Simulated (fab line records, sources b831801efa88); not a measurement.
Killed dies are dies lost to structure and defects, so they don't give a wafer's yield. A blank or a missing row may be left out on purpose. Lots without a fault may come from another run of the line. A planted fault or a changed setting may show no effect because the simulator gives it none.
fab line records | flow sky130
record lots=24 wafers=72 last_day=50
route steps=708 shown VT_ADJUST_LVTN@117 LOCAL_INTERCONNECT@387 METAL1@435 PASSIVATION@683
lots that met no fault: from a run of the same line without faults
start_h: hours from the record's first day to the start of the lot's first wafer shown | wait_h: hours since the lot's step before | " the same as in the row above | L1.1+2: a row that stands for several wafers | - no value, or no start given | * or withheld: withheld | < > ~ a bound
route shown NAME@n: a module of which the file shows steps, and the number in the route of the first | usual: mean/standard deviation of fault-free wafers | same: alike in all rows | chamber/n: place in a boat | sites: the reading at each site | _std_site: their standard deviation | _edge_site: outer sites' mean less inner sites' | radius_mm: how far each site lies from the wafer's centre | mask NAME#n: copy n | behind: the tool/chamber that last shaped the wafer | hold: why the lot was held/for how many hours/how that ended | device: the transistor (n, p or np) that didn't switch | end of line: the same wafers' tests at the end of the route | a step without rows: its recipe alone | killed: dies lost to structure and defects at the first sort, not the wafer's yield | map: a wafer's dies, x killed, . not, _ none there
set.NAME: the setting as run; set.NAME@STEP: as run at that earlier step | model.NAME: the simulator's own value behind a step, which no gauge read
steps of the route over a sample of lots; a table a step, a row a wafer
services: from which hour (start_h, from the record's first day; less than 0 if before it) a tool's chamber was out of use, for how many hours, and why
## steps
# step SKY_VT_ADJUST_LVTN_STRIP_20
# recipe chemistry=O2/N2 power_w=1400 pressure_mtorr=1500 platen_temp_c=withheld o2_flow_sccm=3000 n2_flow_sccm=300 overash_fraction=0.5
# usual drypump_motor_current_A=5.48/0.27 oes_product_au=0.715/0.0048 strip_time_to_endpoint_s=14.18/0.041
# columns lot.wafer tool chamber start_h wait_h drypump_motor_current_A oes_product_au rf_hours_counter_h strip_time_to_endpoint_s
L074.1 plasma_asher-02 0 161.52 0.1 5.88 0.717 47 14.16
L074.4 " 1 " " 5.08 0.719 - 14.21
L074.5 " 1 " " 5.10 0.710 - 14.15
L075.1 plasma_asher-02 1 168.16 0.1 5.10 0.720 48 14.17
L075.5 " 1 " " 5.07 0.716 - 14.17
L075.6 " 0 " " 5.88 0.713 - 14.15
L076.4 plasma_asher-01 1 172.35 0.1 5.55 0.704 - 14.18
L076.5 " 1 " " 5.54 0.721 - 14.15
L076.6 " 0 " " 5.29 0.721 - 14.14
L077.4 plasma_asher-01 0 175.90 0.1 5.30 0.716 - 14.23
L077.5 " 0 " " 5.32 0.723 - 14.22
L077.6 " 1 " " 5.52 0.718 - 14.24
L078.3 plasma_asher-02 1 185.56 0.1 5.11 0.720 - 14.15
L078.5 " 1 " " 5.10 0.710 - 14.18
L078.6 " 0 " " 5.88 0.720 - 14.13
L079.1 plasma_asher-01 0 194.71 0.1 5.33 0.713 38 14.21
L079.2 " 1 " " 5.54 0.716 38 14.28
L079.5 " 0 " " 5.30 0.716 - 14.23
L080.3 plasma_asher-03 1 201.54 0.1 5.47 0.716 - 14.09
L080.4 " 0 " " 5.72 0.716 - 14.08
L080.5 " 0 " " 5.73 0.719 - 14.12
L081.1 plasma_asher-01 1 211.26 0.1 5.55 0.717 40 14.19
L081.5 " 1 " " 5.56 0.708 - 14.18
L081.6 " 0 " " 5.31 0.715 - 14.16
L082.2 plasma_asher-02 0 216.32 0.1 5.86 0.717 52 14.17
L082.3 " 1 " " 5.09 0.716 - 14.17
L082.6 " 0 " " 5.88 0.718 - 14.19
L083.2 plasma_asher-01 1 222.92 0.1 5.55 0.706 41 14.21
L083.4 " 0 " " 5.29 0.725 - 14.19
L083.6 " 0 " " 5.30 0.723 - 14.19
L084.1 plasma_asher-01 0 224.97 0.1 5.26 0.712 41 14.20
L084.4 " 1 " " 5.57 0.717 - 14.17
L084.6 " 0 " " 5.31 0.711 - 14.18
L085.1 plasma_asher-01 0 237.77 0.1 5.31 0.708 42 14.21
L085.2 " 1 " " 5.54 0.718 42 14.17
L085.3 " 0 " " 5.29 0.712 - 14.17
L086.2 plasma_asher-02 1 245.12 0.1 5.10 0.713 55 14.24
L086.3 " 0 " " 5.89 0.719 - 14.27
L086.5 " 1 " " 5.10 0.723 - 14.30
L087.4 plasma_asher-02 1 249.59 0.1 5.11 0.707 - 14.13
L087.5 " 1 " " 5.10 0.710 - 14.18
L087.6 " 0 " " 5.89 0.717 - 14.18
L088.4 plasma_asher-01 1 258.54 0.1 5.54 0.712 - 14.19
L088.5 " 0 " " 5.32 0.712 - 14.23
L088.6 " 1 " " 5.53 0.722 - 14.16
L089.2 plasma_asher-03 1 266.67 0.1 5.46 0.714 58 14.24
L089.3 " 1 " " 5.47 0.719 - 14.25
L089.5 " 0 " " 5.76 0.718 - 14.21
L090.1 plasma_asher-02 0 273.12 0.1 5.89 0.706 58 14.19
L090.2 " 1 " " 5.10 0.709 58 14.19
L090.5 " 0 " " 5.88 0.717 - 14.19
L091.3 plasma_asher-03 0 277.79 0.1 5.72 0.714 - 14.16
L091.5 " 1 " " 5.46 0.720 - 14.11
L091.6 " 0 " " 5.71 0.717 - 14.16
L092.2 plasma_asher-01 0 285.61 0.1 5.30 0.722 47 14.17
L092.4 " 0 " " 5.31 0.705 - 14.14
L092.5 " 1 " " 5.53 0.720 - 14.14
L093.2 plasma_asher-02 1 295.37 0.1 5.07 0.707 60 14.20
L093.4 " 0 " " 5.86 0.723 - 14.17
L093.6 " 1 " " 5.11 0.718 - 14.17
L094.1 plasma_asher-02 0 300.96 0.1 5.87 0.712 61 14.18
L094.3 " 1 " " 5.09 0.714 - 14.16
L094.5 " 0 " " 5.86 0.719 - 14.17
L095.1 plasma_asher-01 1 307.92 0.1 5.49 0.717 49 14.28
L095.3 " 1 " " 5.53 0.713 - 14.21
L095.6 " 1 " " 5.52 0.723 - 14.20
L096.2 plasma_asher-03 0 315.02 0.1 5.74 0.715 63 14.21
L096.4 " 1 " " 5.47 0.717 - 14.19
L096.6 " 0 " " 5.77 0.717 - 14.20
L097.1 plasma_asher-03 1 316.31 0.1 5.51 0.710 63 14.22
L097.3 " 0 " " 5.71 0.722 - 14.21
L097.6 " 0 " " 5.69 0.706 - 14.22
# step SKY_LOCAL_INTERCONNECT_SPUTTER_00
# recipe material=TiN target_thk_nm=100 temp_c=300 power_w=6500 time_s=83.3 chamber_pressure_pa=0.4
# usual throttle_valve_pct=29.7/1.1
# columns lot.wafer tool chamber start_h wait_h throttle_valve_pct
L074.1 pvd_sputter-02 - 666.79 0.1 29.4
L074.4 " - " " 27.7
L074.5 " - " " 30.1
L075.1 pvd_sputter-02 - 678.28 0.2 29.8
L075.5 " - " " 28.1
L075.6 " - " " 29.9
L076.4 pvd_sputter-02 - 684.11 0.2 29.7
L076.5 " - " " 29.7
L076.6 " - " " 30.1
L077.4 pvd_sputter-02 - 691.71 0.3 30.1
L077.5 " - " " 30.1
L077.6 " - " " 29.7
L078.3 pvd_sputter-03 - 702.25 0.2 28.5
L078.5 " - " " 28.3
L078.6 " - " " 31.5
L079.1 pvd_sputter-02 - 718.82 0.1 29.9
L079.2 " - " " 29.7
L079.5 " - " " 29.5
L082.2 pvd_sputter-03 - 743.91 0.2 31.3
L082.3 " - " " 31.9
L082.6 " - " " 31.5
L080.3 pvd_sputter-03 - 746.35 0.1 29.0
L080.4 " - " " 31.2
L080.5 " - " " 28.8
L081.1 pvd_sputter-02 - 750.24 0.2 29.6
L081.5 " - " " 29.6
L081.6 " - " " 30.0
L083.2 pvd_sputter-04 - 752.80 0.1 31.0
L083.4 " - " " 29.3
L083.6 " - " " 29.1
L084.1 pvd_sputter-02 - 763.41 0.2 30.0
L084.4 " - " " 29.5
L084.6 " - " " 29.5
L085.1 pvd_sputter-04 - 770.87 0.2 30.4
L085.2 " - " " 30.0
L085.3 " - " " 31.0
L086.2 pvd_sputter-02 - 778.54 0.2 27.8
L086.3 " - " " 30.0
L086.5 " - " " 30.0
L087.4 pvd_sputter-03 - 780.62 0.2 31.4
L087.5 " - " " 31.6
L087.6 " - " " 28.3
L088.4 pvd_sputter-03 - 794.93 0.2 31.4
L088.5 " - " " 31.8
L088.6 " - " " 28.4
L089.2 pvd_sputter-03 - 801.53 0.2 28.9
L089.3 " - " " 28.5
L089.5 " - " " 28.3
L090.1 pvd_sputter-02 - 805.03 0.1 27.7
L090.2 " - " " 29.9
L090.5 " - " " 27.7
L091.3 pvd_sputter-02 - 813.33 0.1 29.8
L091.5 " - " " 30.1
L091.6 " - " " 27.8
L092.2 pvd_sputter-03 - 825.08 0.1 31.7
L092.4 " - " " 31.2
L092.5 " - " " 28.3
L093.2 pvd_sputter-02 - 834.26 0.2 27.3
L093.4 " - " " 30.0
L093.6 " - " " 29.8
L094.1 pvd_sputter-04 - 840.49 0.2 30.2
L094.3 " - " " 30.8
L094.5 " - " " 29.2
L095.1 pvd_sputter-02 - 846.59 0.2 29.6
L095.3 " - " " 30.0
L095.6 " - " " 27.7
L096.2 pvd_sputter-03 - 847.22 0.2 31.6
L096.4 " - " " 28.4
L096.6 " - " " 28.8
L097.1 pvd_sputter-04 - 849.89 0.1 30.1
L097.3 " - " " 29.1
L097.6 " - " " 28.9
# step SKY_METAL1_SPUTTER_01
# recipe material=TiN target_thk_nm=20 power_w=6500 time_s=16.7 chamber_pressure_pa=0.4
# usual throttle_valve_pct=29.9/1.1
# columns lot.wafer tool chamber start_h wait_h throttle_valve_pct
L074.1 pvd_sputter-04 - 727.28 0.0 29.1
L074.4 " - " " 30.5
L074.5 " - " " 31.0
L075.1 pvd_sputter-01 - 736.40 0.0 30.1
L075.5 " - " " 32.4
L075.6 " - " " 30.0
L076.4 pvd_sputter-01 - 742.70 0.0 29.8
L076.5 " - " " 32.4
L076.6 " - " " 31.1
L077.4 pvd_sputter-02 - 751.34 0.0 29.9
L077.5 " - " " 27.9
L077.6 " - " " 29.9
L078.3 pvd_sputter-02 - 761.18 0.0 29.9
L078.5 " - " " 27.6
L078.6 " - " " 29.8
L079.1 pvd_sputter-02 - 777.78 0.0 27.6
L079.2 " - " " 30.0
L079.5 " - " " 29.9
L082.2 pvd_sputter-02 - 801.26 0.0 29.8
L082.3 " - " " 30.1
L082.6 " - " " 27.6
L080.3 pvd_sputter-04 - 803.89 0.0 30.0
L080.4 " - " " 30.1
L080.5 " - " " 29.6
L081.1 pvd_sputter-02 - 806.96 0.0 29.6
L081.5 " - " " 30.0
L081.6 " - " " 29.3
L083.2 pvd_sputter-04 - 809.58 0.0 29.0
L083.4 " - " " 30.5
L083.6 " - " " 30.0
L084.1 pvd_sputter-04 - 819.14 0.0 29.1
L084.4 " - " " 30.3
L084.6 " - " " 30.2
L085.1 pvd_sputter-02 - 826.02 0.0 29.8
L085.2 " - " " 30.0
L085.3 " - " " 27.7
L086.2 pvd_sputter-02 - 835.13 0.0 29.6
L086.3 " - " " 27.7
L086.5 " - " " 29.9
L087.4 pvd_sputter-04 - 836.37 0.0 30.6
L087.5 " - " " 28.9
L087.6 " - " " 30.7
L088.4 pvd_sputter-02 - 849.57 0.0 29.6
L088.5 " - " " 29.8
L088.6 " - " " 29.6
L089.2 pvd_sputter-04 - 857.28 0.0 30.2
L089.3 " - " " 30.5
L089.5 " - " " 29.2
L090.1 pvd_sputter-01 - 860.53 0.0 29.8
L090.2 " - " " 30.5
L090.5 " - " " 29.6
L091.3 pvd_sputter-01 - 868.23 0.0 30.3
L091.5 " - " " 31.0
L091.6 " - " " 32.4
L092.2 pvd_sputter-01 - 879.98 0.0 31.0
L092.4 " - " " 32.3
L092.5 " - " " 32.5
L093.2 pvd_sputter-02 - 887.69 0.0 29.7
L093.4 " - " " 30.3
L093.6 " - " " 29.9
L094.1 pvd_sputter-04 - 896.63 0.0 29.0
L094.3 " - " " 30.7
L094.5 " - " " 31.0
L095.1 pvd_sputter-02 - 900.28 0.0 30.5
L095.3 " - " " 27.4
L095.6 " - " " 29.8
L096.2 pvd_sputter-02 - 901.03 0.0 29.8
L096.4 " - " " 27.8
L096.6 " - " " 27.7
L097.1 pvd_sputter-01 - 904.21 0.0 31.2
L097.3 " - " " 29.7
L097.6 " - " " 30.3
# step SKY_METAL1_OVL_MEAS_16
# usual METAL1_OVL=-7/5.1
# columns lot.wafer tool chamber start_h wait_h METAL1_OVL[nm]
L074.1 overlay-01 - 754.90 0.1 -12
L074.4 " - " " -9
L074.5 " - " " -12
L075.1 overlay-01 - 764.09 0.1 -12
L075.5 " - " " -17
L075.6 " - " " -6
L076.4 overlay-02 - 770.26 0.1 -4
L076.5 " - " " -14
L076.6 " - " " 2
L077.4 overlay-02 - 778.36 0.1 -10
L077.5 " - " " -4
L077.6 " - " " -12
L078.3 overlay-01 - 788.11 0.1 0
L078.5 " - " " -6
L078.6 " - " " -6
L079.1 overlay-02 - 804.58 0.1 -12
L079.2 " - " " -12
L079.5 " - " " -3
L082.2 overlay-02 - 830.50 0.1 -6
L082.3 " - " " -5
L082.6 " - " " 1
L080.3 overlay-01 - 830.85 0.1 -12
L080.4 " - " " -6
L080.5 " - " " -10
L081.1 overlay-01 - 834.29 0.1 -15
L081.5 " - " " -19
L081.6 " - " " -18
L083.2 overlay-01 - 836.35 0.1 -6
L083.4 " - " " -4
L083.6 " - " " -3
L084.1 overlay-02 - 845.03 0.1 -3
L084.4 " - " " 3
L084.6 " - " " 0
L085.1 overlay-02 - 852.34 0.1 -10
L085.2 " - " " -9
L085.3 " - " " -7
L086.2 overlay-01 - 861.01 0.1 -4
L086.3 " - " " -1
L086.5 " - " " -4
L087.4 overlay-01 - 862.18 0.1 -4
L087.5 " - " " -13
L087.6 " - " " -9
L088.4 overlay-01 - 875.52 0.1 -16
L088.5 " - " " -14
L088.6 " - " " -11
L089.2 overlay-02 - 883.01 0.1 -13
L089.3 " - " " -10
L089.5 " - " " -14
L090.1 overlay-01 - 885.69 0.1 -10
L090.2 " - " " -8
L090.5 " - " " -3
L091.3 overlay-01 - 894.26 0.1 -2
L091.5 " - " " -6
L091.6 " - " " -12
L092.2 overlay-01 - 905.86 0.1 -15
L092.4 " - " " -9
L092.5 " - " " -8
L093.2 overlay-01 - 913.21 0.1 -4
L093.4 " - " " -2
L093.6 " - " " 3
L094.1 overlay-02 - 922.53 0.1 1
L094.3 " - " " -1
L094.5 " - " " -1
L095.1 overlay-01 - 925.68 0.1 -20
L095.3 " - " " -13
L095.6 " - " " -11
L096.2 overlay-02 - 927.00 0.1 -6
L096.4 " - " " -2
L096.6 " - " " -3
L097.1 overlay-01 - 929.30 0.1 -1
L097.3 " - " " -4
L097.6 " - " " -8
# step SKY_PASSIVATION_CVD_02
# recipe material=Si3N4 target_thk_nm=540 temp_c=400 time_s=withheld rf_w=450
# usual heater_power_outer_w=473/70 heater_power_w=771/93
# columns lot.wafer tool chamber start_h wait_h heater_power_outer_w heater_power_w
L074.1 pecvd-03 1 1021.50 0.1 364 626
L074.4 " 1 " " 388 634
L074.5 " 2 " " 570 904
L075.1 pecvd-03 2 1027.06 0.1 563 899
L075.5 " 0 " " 509 851
L075.6 " 1 " " 356 604
L076.4 pecvd-03 2 1035.52 0.1 452 752
L076.5 " 0 " " 528 827
L076.6 " 1 " " 390 648
L077.4 pecvd-04 0 1042.81 0.1 566 866
L077.5 " 1 " " 429 779
L077.6 " 2 " " 529 824
L078.3 pecvd-01 0 1048.11 0.0 502 795
L078.5 " 1 " " 391 688
L078.6 " 2 " " 410 651
L079.1 pecvd-01 1 1062.63 0.1 460 800
L079.2 " 0 " " 538 831
L079.5 " 0 " " 455 731
L082.2 pecvd-03 0 1084.16 0.0 511 815
L082.3 " 2 " " 490 811
L082.6 " 0 " " 408 711
L080.3 pecvd-01 2 1084.57 0.0 318 551
L080.4 " 1 " " 415 724
L080.5 " 0 " " 492 767
L081.1 pecvd-04 0 1086.24 0.1 572 882
L081.5 " 2 " " 520 781
L081.6 " 0 " " 465 722
L083.2 pecvd-04 0 1089.12 0.0 544 835
L083.4 " 2 " " 446 712
L083.6 " 1 " " 494 851
L084.1 pecvd-04 1 1095.91 0.1 489 873
L084.4 " 0 " " 554 859
L084.6 " 1 " " 383 724
L085.1 pecvd-03 0 1101.44 0.1 469 790
L085.2 " 1 " " 366 596
L085.3 " 2 " " 568 918
L086.2 pecvd-04 0 1107.74 0.0 585 863
L086.3 " 2 " " 581 895
L086.5 " 1 " " 509 872
L087.4 pecvd-03 1 1109.89 0.1 406 673
L087.5 " 0 " " 523 816
L087.6 " 1 " " 297 522
L088.4 pecvd-04 1 1118.05 0.1 463 835
L088.5 " 0 " " 532 809
L088.6 " 2 " " 552 825
L089.2 pecvd-04 1 1123.84 0.0 496 834
L089.3 " 2 " " 523 766
L089.5 " 2 " " 543 807
L090.1 pecvd-04 0 1126.28 0.1 494 745
L090.2 " 1 " " 471 821
L090.5 " 1 " " 481 875
L091.3 pecvd-04 2 1132.72 0.0 454 712
L091.5 " 1 " " 386 710
L091.6 " 0 " " 500 759
L092.2 pecvd-03 1 1141.09 0.0 361 588
L092.4 " 1 " " 384 634
L092.5 " 0 " " 454 783
L093.2 pecvd-03 1 1146.37 0.0 412 642
L093.4 " 2 " " 454 771
L093.6 " 1 " " 300 523
L094.1 pecvd-04 1 1153.58 0.1 466 815
L094.3 " 1 " " 485 843
L094.5 " 0 " " 463 727
L095.1 pecvd-01 0 1157.75 0.1 509 805
L095.3 " 2 " " 406 677
L095.6 " 0 " " 530 821
L096.2 pecvd-03 2 1158.01 0.0 512 827
L096.4 " 0 " " 523 852
L096.6 " 2 " " 559 864
L097.1 pecvd-01 1 1159.55 0.1 378 680
L097.3 " 2 " " 395 689
L097.6 " 1 " " 409 709
# step SKY_PASSIVATION_STRIP_12
# recipe chemistry=O2/N2 power_w=1400 pressure_mtorr=1500 platen_temp_c=withheld overash_fraction=0.7 o2_flow_sccm=3000 n2_flow_sccm=300
# usual drypump_motor_current_A=5.65/0.28 oes_product_au=0.661/0.0039 strip_time_to_endpoint_s=31.50/0.13
# columns lot.wafer tool chamber start_h wait_h drypump_motor_current_A oes_product_au rf_hours_counter_h strip_time_to_endpoint_s
L074.1 plasma_asher-01 0 1043.75 0.1 5.31 0.656 122 31.60
L074.4 " 0 " " 5.30 0.665 - 31.47
L074.5 " 1 " " 5.58 0.664 - 31.42
L075.1 plasma_asher-04 1 1049.13 0.1 6.20 0.664 91 31.49
L075.5 " 0 " " 5.79 0.661 - 31.64
L075.6 " 1 " " 6.18 0.658 - 31.71
L076.4 plasma_asher-04 1 1058.01 0.1 6.16 0.667 - 31.59
L076.5 " 0 " " 5.79 0.655 - 31.42
L076.6 " 1 " " 6.12 0.658 - 31.55
L077.4 plasma_asher-04 0 1064.97 0.1 5.75 0.659 - 31.29
L077.5 " 1 " " 6.20 0.665 - 31.37
L077.6 " 0 " " 5.78 0.662 - 31.36
L078.3 plasma_asher-03 1 1069.88 0.1 5.48 0.659 - 31.54
L078.5 " 1 " " 5.48 0.654 - 31.45
L078.6 " 0 " " 5.72 0.663 - 31.42
L079.1 plasma_asher-01 0 1083.34 0.1 5.28 0.664 2 31.61
L079.2 " 1 " " 5.52 0.662 2 31.67
L079.5 " 1 " " 5.59 0.662 - 31.64
L082.2 plasma_asher-03 0 1104.88 0.1 5.71 0.658 36 31.62
L082.3 " 0 " " 5.71 0.660 - 31.68
L082.6 " 1 " " 5.49 0.652 - 31.64
L080.3 plasma_asher-01 1 1105.18 0.1 5.54 0.662 - 31.55
L080.4 " 0 " " 5.30 0.658 - 31.65
L080.5 " 0 " " 5.29 0.658 - 31.50
L081.1 plasma_asher-04 1 1106.60 0.1 6.20 0.658 97 31.55
L081.5 " 1 " " 6.22 0.658 - 31.39
L081.6 " 0 " " 5.78 0.659 - 31.51
L083.2 plasma_asher-03 0 1109.63 0.1 5.70 0.656 36 31.36
L083.4 " 1 " " 5.45 0.658 - 31.46
L083.6 " 1 " " 5.46 0.663 - 31.44
L084.1 plasma_asher-01 0 1116.09 0.1 5.28 0.656 5 31.49
L084.4 " 1 " " 5.54 0.658 - 31.62
L084.6 " 0 " " 5.27 0.655 - 31.54
L085.1 plasma_asher-03 0 1121.75 0.1 5.75 0.663 38 31.50
L085.2 " 1 " " 5.47 0.667 38 31.45
L085.3 " 0 " " 5.74 0.662 - 31.55
L086.2 plasma_asher-04 0 1127.50 0.1 5.78 0.655 99 31.51
L086.3 " 1 " " 6.15 0.662 - 31.53
L086.5 " 0 " " 5.81 0.659 - 31.52
L087.4 plasma_asher-01 0 1130.11 0.1 5.29 0.660 - 31.41
L087.5 " 1 " " 5.54 0.661 - 31.36
L087.6 " 0 " " 5.27 0.654 - 31.29
L088.4 plasma_asher-01 0 1137.83 0.0 5.31 0.656 - 31.35
L088.5 " 0 " " 5.31 0.656 - 31.51
L088.6 " 1 " " 5.55 0.663 - 31.31
L089.2 plasma_asher-03 0 1142.85 0.1 5.72 0.668 40 31.31
L089.3 " 0 " " 5.72 0.663 - 31.26
L089.5 " 1 " " 5.46 0.661 - 31.20
L090.1 plasma_asher-01 0 1145.79 0.1 5.33 0.658 8 31.47
L090.2 " 1 " " 5.54 0.662 8 31.61
L090.5 " 0 " " 5.35 0.663 - 31.57
L091.3 plasma_asher-04 0 1151.56 0.1 5.81 0.653 - 31.76
L091.5 " 1 " " 6.24 0.667 - 31.79
L091.6 " 0 " " 5.78 0.656 - 31.85
L092.2 plasma_asher-03 0 1159.25 0.1 5.75 0.659 42 31.52
L092.4 " 1 " " 5.50 0.658 - 31.55
L092.5 " 0 " " 5.74 0.656 - 31.38
L093.2 plasma_asher-01 1 1164.03 0.1 5.54 0.659 9 31.68
L093.4 " 0 " " 5.29 0.665 - 31.52
L093.6 " 0 " " 5.30 0.661 - 31.47
L094.1 plasma_asher-03 1 1171.04 0.1 5.50 0.657 43 31.47
L094.3 " 1 " " 5.47 0.667 - 31.49
L094.5 " 1 " " 5.45 0.659 - 31.47
L095.1 plasma_asher-03 0 1174.98 0.1 5.72 0.663 43 31.59
L095.3 " 1 " " 5.49 0.662 - 31.53
L095.6 " 0 " " 5.71 0.653 - 31.60
L096.2 plasma_asher-01 1 1175.33 0.1 5.55 0.659 11 31.46
L096.4 " 0 " " 5.29 0.654 - 31.52
L096.6 " 1 " " 5.57 0.665 - 31.49
L097.1 plasma_asher-04 1 1176.83 0.1 6.18 0.666 103 31.51
L097.3 " 1 " " 6.21 0.657 - 31.44
L097.6 " 0 " " 5.79 0.662 - 31.44
## services
# columns tool chamber start_h hours kind
plasma_asher-01 - 143.46 2.8 pm
plasma_asher-03 - 175.67 2.1 repair
pvd_sputter-02 - 218.36 4.6 repair
pvd_sputter-02 - 226.73 25.0 repair
plasma_asher-01 - 264.31 7.3 repair
plasma_asher-01 - 282.63 1.5 repair
pvd_sputter-02 - 304.02 1.7 repair
pvd_sputter-02 - 317.09 14.3 repair
pvd_sputter-02 - 337.98 1.3 repair
plasma_asher-01 - 341.27 2.0 repair
pvd_sputter-02 - 428.51 2.1 repair
plasma_asher-03 - 468.31 28.1 pm
plasma_asher-01 - 495.49 3.4 repair
plasma_asher-03 - 510.57 2.8 pm
pvd_sputter-02 - 569.88 1.0 repair
pvd_sputter-02 - 606.04 0.5 repair
plasma_asher-01 - 656.79 1.9 repair
plasma_asher-01 - 661.35 1.1 repair
plasma_asher-01 - 796.18 5.4 repair
plasma_asher-01 - 896.91 1.6 repair
pvd_sputter-02 - 965.01 2.7 repair
pvd_sputter-02 - 1042.02 13.8 repair
plasma_asher-01 - 1055.25 9.0 pm
pvd_sputter-02 - 1067.48 12.5 repair
## key
fault none
